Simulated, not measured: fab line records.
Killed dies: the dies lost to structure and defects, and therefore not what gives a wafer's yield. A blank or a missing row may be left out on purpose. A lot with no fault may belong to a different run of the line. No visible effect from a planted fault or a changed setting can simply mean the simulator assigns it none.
Code-filled problem report in 8D (eight disciplines) form	flow sky130	the parts of the form that need people (team, actions taken, sign-off) are left out

== 1. PROBLEM STATEMENT ==
heaterPowerTotalW at SKY_SONOS_ONO_SOFTBAKE_09 reads a mean of 60.00 W on 6 wafers of 2 lots; wafers without a fault read 56.59 W with a standard deviation of 0.038. Relative to the usual mean, that is a shift of +90 standard deviations.
The step: time 60 s.
Earliest sighting: wafer L557.4 on lithoTrack-02 at day 15 11:06. Wafers with a number at this step in the record: 18, from 6 lots. Rule for "out", or "out of limits": more than 4 standard deviations from the usual mean. The other wafers with a number count as sound.

== 2. WHAT THIS IS AND IS NOT ==
question	is	is not
which readings at this step	heaterPowerTotalW, plateTempC	-
which lots	L557, L558	L560, L561, L566, L567
which wafers of those lots	all that have a number	-
read on which tools	lithoTrack-02	lithoTrack-03, lithoTrack-04
when	from day 15 11:06	up to then (0 sound wafers); but 12 sound wafers of L560, L561, L566, L567 came after

== 3. WHAT RULES OUT EACH SUSPECT ==
Counting: any tool at a process step up to the reading is kept as a suspect provided that every lot that is out went through it and no sound lot did after the first of them.
- lithoTrack-02 at SKY_SONOS_ONO_SOFTBAKE_09 (time 60 s): ruled out as a lasting fault. The sound lots L566 went through it after L557, its earliest lot that is out (day 15 11:06).
Left after counting: nothing in the record.

== 4. THE CAUSE (what the simulator had put in) ==
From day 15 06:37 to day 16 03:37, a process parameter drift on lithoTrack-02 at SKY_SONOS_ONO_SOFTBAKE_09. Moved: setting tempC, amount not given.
Counting ruled it out, wrongly.

== 5. THE CHAIN OF EFFECTS, in route order ==
Each row: a reading whose mean over the struck wafers that have a number lies more than 3 standard deviations from the usual. Only readings for which the record gives a usual standard deviation are gone through. hours: the time from each lot's start at the first step in this table that gives one to its start at this step, as a median over the lots. sigmas: the change in usual standard deviations.
hours	step	reading	usual	on struck wafers	change	sigmas
0	SKY_SONOS_ONO_SOFTBAKE_09	heaterPowerTotalW	56.59 W	60.00	+3.41	+90
0	SKY_SONOS_ONO_SOFTBAKE_09	plateTempC	90.03 C	93.75	+3.72	+34
The process steps in it:
- SKY_SONOS_ONO_SOFTBAKE_09: time 60 s.
Later measuring or inspecting steps at which every struck wafer that the step has a row for has a number for every such reading, and none has moved that far: SKY_SONOS_ONO_CD_MEAS_13, SKY_SONOS_ONO_OVL_MEAS_14.

== 6. WHAT WOULD HAVE CAUGHT IT SOONER ==
First out-of-limits reading in this record: day 15 11:06, which is 4 hours after fault onset at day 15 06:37.
